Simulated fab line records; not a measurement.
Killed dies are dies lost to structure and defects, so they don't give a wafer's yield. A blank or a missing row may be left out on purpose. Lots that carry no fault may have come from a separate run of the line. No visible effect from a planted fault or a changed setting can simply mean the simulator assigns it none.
Check of tool commonality -- flow sky130 -- 13 lots and 39 wafers in the sample

REASON FOR OPENING
SKY_SONOS_ONO_THK_MEAS_01, reading SONOS_ONO_OXIDATION_THK: flagged on 3 of 13 lots. Fault-free wafers read 2.58 nm, with a standard deviation of 0.064.
Rule: a lot gets a flag if all its wafers with a number sit over 4 standard deviations from that mean, or if no wafer of it has a number. The rest of the lots are taken to be sound.

lot,measured,on,"SONOS_ONO_OXIDATION_THK (nm), wafer by wafer",flag
L528,day 11 17:50,filmMetro-02,2.56 2.62 2.55,
L529,day 12 00:47,filmMetro-02,2.60 2.55 2.62,
L530,day 12 09:18,filmMetro-01,2.58 2.54 2.50,
L532,day 13 02:10,filmMetro-01,2.68 2.66 2.67,
L533,day 13 10:02,filmMetro-03,2.52 2.48 2.59,
L534,day 13 14:50,filmMetro-02,2.61 2.63 2.65,
L535,day 14 07:59,filmMetro-02,2.61 2.58 2.55,
L536,day 15 06:51,filmMetro-01,2.57 2.64 2.64,
L538,day 15 15:08,filmMetro-01,2.60 2.65 2.58,
L545,day 17 09:50,filmMetro-02,3.58 3.51 3.59,FLAGGED
L548,day 18 13:01,filmMetro-02,3.58 3.55 3.61,FLAGGED
L549,day 18 23:16,filmMetro-02,3.47 3.46 3.42,FLAGGED
L551,day 19 12:18,filmMetro-01,2.50 2.53 2.59,
The mean of the flagged lots' numbers is 3.53 nm, +0.95 nm from the usual (+15 standard deviations).

WHICH TOOL EACH LOT WENT THROUGH
The record holds 2 process steps before the reading, out of a route of 708 steps. Every cell lists first the tool, next ch and the chambers used by the sampled wafers, and last the start.
lot,flag,SKY_VT_ADJUST_NCORE_STRIP_10,SKY_VT_ADJUST_HVTR_STRIP_10
L528,,"plasmaAsher-03 ch 0,1, day 8 17:53","plasmaAsher-01 ch 0,1, day 9 14:56"
L529,,"plasmaAsher-01 ch 0,1, day 8 23:50","plasmaAsher-04 ch 0,1, day 9 21:29"
L530,,"plasmaAsher-04 ch 0,1, day 9 07:32","plasmaAsher-04 ch 0,1, day 10 07:06"
L532,,"plasmaAsher-04 ch 0,1, day 9 22:08","plasmaAsher-01 ch 0,1, day 10 22:05"
L533,,"plasmaAsher-01 ch 0,1, day 10 06:11","plasmaAsher-02 ch 0,1, day 11 05:59"
L534,,"plasmaAsher-04 ch 0,1, day 10 09:47","plasmaAsher-01 ch 0,1, day 11 10:11"
L535,,"plasmaAsher-01 ch 0,1, day 10 23:18","plasmaAsher-04 ch 0,1, day 11 23:53"
L536,,"plasmaAsher-01 ch 0,1, day 11 20:29","plasmaAsher-02 ch 0,1, day 12 20:59"
L538,,"plasmaAsher-03 ch 0,1, day 12 04:50","plasmaAsher-04 ch 0,1, day 13 06:33"
L545,FLAGGED,"plasmaAsher-04 ch 0,1, day 13 17:37","plasmaAsher-02 ch 0,1, day 14 20:57"
L548,FLAGGED,"plasmaAsher-04 ch 0,1, day 14 19:49","plasmaAsher-01 ch 0,1, day 16 00:18"
L549,FLAGGED,"plasmaAsher-01 ch 0,1, day 15 04:45","plasmaAsher-02 ch 0,1, day 16 08:38"
L551,,"plasmaAsher-04 ch 0,1, day 15 15:37","plasmaAsher-01 ch 0,1, day 16 20:23"
What is done by these steps:
- SKY_VT_ADJUST_NCORE_STRIP_10: strips in O2/N2.
- SKY_VT_ADJUST_HVTR_STRIP_10: strips in O2/N2.
- SKY_SONOS_ONO_THK_MEAS_01

FLAGGED AGAINST TOTAL, ONE TOOL AT A TIME (gauges that did the reading follow at the end)
step,tool,lots run,flagged,share of the flagged lots,sound lots run after its first flagged lot
SKY_VT_ADJUST_NCORE_STRIP_10,plasmaAsher-01,5,1,some,0
SKY_VT_ADJUST_NCORE_STRIP_10,plasmaAsher-03,2,0,none,-
SKY_VT_ADJUST_NCORE_STRIP_10,plasmaAsher-04,6,2,some,1 (L551)
SKY_VT_ADJUST_HVTR_STRIP_10,plasmaAsher-01,5,1,some,1 (L551)
SKY_VT_ADJUST_HVTR_STRIP_10,plasmaAsher-02,4,2,some,0
SKY_VT_ADJUST_HVTR_STRIP_10,plasmaAsher-04,4,0,none,-
SKY_SONOS_ONO_THK_MEAS_01,filmMetro-01,5,0,none,-
SKY_SONOS_ONO_THK_MEAS_01,filmMetro-02,7,3,all,0
SKY_SONOS_ONO_THK_MEAS_01,filmMetro-03,1,0,none,-

WHAT THE TABLE PERMITS
All flagged lots share 1 row of the table, namely filmMetro-02 at SKY_SONOS_ONO_THK_MEAS_01.
- filmMetro-02 at SKY_SONOS_ONO_THK_MEAS_01 ran 7 lots, 3 of them flagged. Last sound lot L535 at day 14 07:59, first flagged lot L545 at day 17 09:50; a fault beginning in between fits.
Left over: one tool, filmMetro-02 at SKY_SONOS_ONO_THK_MEAS_01.

WHAT THE SIMULATOR PUT IN
Metrology matching offset: filmMetro-02, from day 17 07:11 on, at SKY_SONOS_ONO_THK_MEAS_01. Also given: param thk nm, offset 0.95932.
Shown lots that were struck: L545, L548, L549. This agrees with what the rule above found.
